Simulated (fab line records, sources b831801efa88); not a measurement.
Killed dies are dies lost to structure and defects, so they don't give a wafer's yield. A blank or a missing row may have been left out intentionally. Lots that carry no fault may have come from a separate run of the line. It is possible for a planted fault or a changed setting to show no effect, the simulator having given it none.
Matching of chambers	flow gf180mcu	GF_STI_ETCH_14 on rieSi-02 has 4 sister chambers
The step etches Si in HBr/Cl2/O2, target depth 360 nm, time 102.9 s. 20 wafers are shown with their chamber, then 10 later ones without.

WAFERS, EACH WITH ITS CHAMBER
wafer	chamber	drypumpMotorCurrentA (A)	oesProductAu (a.u.)	throttleValvePct (%)
L413.1	3	5.8	0.994	25.664
L413.3	2	5.6	1.004	25.665
L413.5	2	5.6	1.000	25.649
L414.1	3	5.8	0.993	25.672
L414.2	1	6.0	1.005	25.654
L414.6	2	5.6	1.003	25.674
L415.1	3	5.8	0.985	25.655
L415.2	2	5.6	0.996	25.654
L415.4	3	5.8	0.989	25.674
L420.1	3	5.9	0.999	25.663
L420.3	1	6.0	0.997	25.648
L420.4	3	5.9	0.981	25.668
L421.4	1	6.0	0.997	25.656
L421.5	2	5.6	0.999	25.651
L421.6	0	4.7	1.000	25.649
L422.1	1	6.0	1.007	25.662
L422.4	2	5.6	0.991	25.654
L422.5	1	6.0	0.998	25.626
L427.1	2	5.6	0.999	25.656
L427.3	0	4.7	0.991	25.676

SIGNATURES, as means of the wafers listed above
reading	chamber 0	chamber 1	chamber 2	chamber 3	scatter within a chamber
drypumpMotorCurrentA	4.700	6.000	5.600	5.833	0.0289
oesProductAu	0.99550	1.00080	0.99886	0.99017	0.00537
throttleValvePct	25.66250	25.64920	25.65757	25.66600	0.0107
Rule: a wafer's distance from a chamber is the root of the sum, over the readings, of the square of ((its reading less the chamber's mean) divided by the reading's scatter). If the next closest chamber is less than 2 further off than the closest, the wafer can't be placed; otherwise it belongs to the closest. The scatter is the square root of a quotient: the sum, over the shown wafers, of each reading's squared deviation from its chamber's mean, divided by wafers minus chambers.

WAFERS MISSING THEIR CHAMBER
wafer	drypumpMotorCurrentA (A)	oesProductAu (a.u.)	throttleValvePct (%)
L427.4	5.8	0.988	25.658
L429.1	5.6	0.991	25.663
L429.3	5.9	0.993	25.651
L429.5	5.6	0.989	25.654
L430.2	5.8	0.987	25.678
L430.3	4.7	1.001	25.661
L430.5	5.7	0.999	25.665
L435.1	5.8	1.006	25.657
L435.2	5.9	1.007	25.640
L435.3	5.6	0.998	25.641

EACH ONE'S CHAMBER
wafer	from the rows above	in truth
L427.4	3	3
L429.1	2	2
L429.3	can't be placed: 3 or 1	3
L429.5	2	2
L430.2	3	3
L430.3	0	0
L430.5	can't be placed: 2 or 3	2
L435.1	3	3
L435.2	can't be placed: 1 or 3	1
L435.3	2	2
Placed correctly: 7 of 10. Can't be placed from these rows: 3 (the true chamber is among the candidates in 3). Number placed wrongly: 0.
